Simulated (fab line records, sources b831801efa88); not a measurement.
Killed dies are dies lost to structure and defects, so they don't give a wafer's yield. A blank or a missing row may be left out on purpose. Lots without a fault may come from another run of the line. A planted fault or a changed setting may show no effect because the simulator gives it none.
Chamber matching | flow sky130 | SKY_VIA1_ETCH_15 on rie_diel-04: 4 sister chambers
The step etches SiO2 in C4F8/O2/Ar, stops on TiN, target depth 351 nm, time 54 s. 8 wafers are shown with their chamber, then 11 later ones without.

WAFERS WITH THEIR CHAMBER
wafer  | chamber | oes_product_au (a.u.)
L078.3 | 0       | 0.986
L081.2 | 1       | 0.987
L081.4 | 2       | 0.984
L081.5 | 3       | 0.984
L087.1 | 0       | 0.985
L087.5 | 2       | 0.985
L087.6 | 3       | 0.985
L089.2 | 1       | 0.985

WAFERS WITHOUT THEIR CHAMBER
wafer  | oes_product_au (a.u.)
L089.3 | 0.983
L089.5 | 0.968
L093.1 | 0.970
L093.4 | 0.989
L093.5 | 0.976
L095.1 | 0.974
L095.5 | 0.974
L095.6 | 0.969
L096.2 | 0.983
L096.4 | 0.979
L096.6 | 0.973

WHICH CHAMBER EACH WENT THROUGH
wafer  | from the rows above               | in truth
L089.3 | can't be placed: 2 or 3 or 0 or 1 | 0
L089.5 | can't be placed: 2 or 3 or 0 or 1 | 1
L093.1 | can't be placed: 2 or 3 or 0 or 1 | 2
L093.4 | can't be placed: 1 or 0 or 2 or 3 | 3
L093.5 | can't be placed: 2 or 3 or 0 or 1 | 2
L095.1 | can't be placed: 2 or 3 or 0 or 1 | 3
L095.5 | can't be placed: 2 or 3 or 0 or 1 | 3
L095.6 | can't be placed: 2 or 3 or 0 or 1 | 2
L096.2 | can't be placed: 2 or 3 or 0 or 1 | 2
L096.4 | can't be placed: 2 or 3 or 0 or 1 | 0
L096.6 | can't be placed: 2 or 3 or 0 or 1 | 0
Placed correctly: 0 of 11. Can't be placed from these rows: 11 (the true chamber is among the candidates in 11). Placed wrongly: 0.
How it was worked out, from the rows above alone: a wafer's distance from a chamber is the root of the sum, over the readings, of the square of ((its reading less the chamber's mean) divided by the reading's scatter). The wafer belongs to the nearest chamber; if the next one is less than 2 further off, it can't be placed. A chamber's mean is the mean of its shown wafers. The scatter: the root of (the sum of the squares of (reading less its chamber's mean) over the shown wafers, divided by (wafers less chambers)).
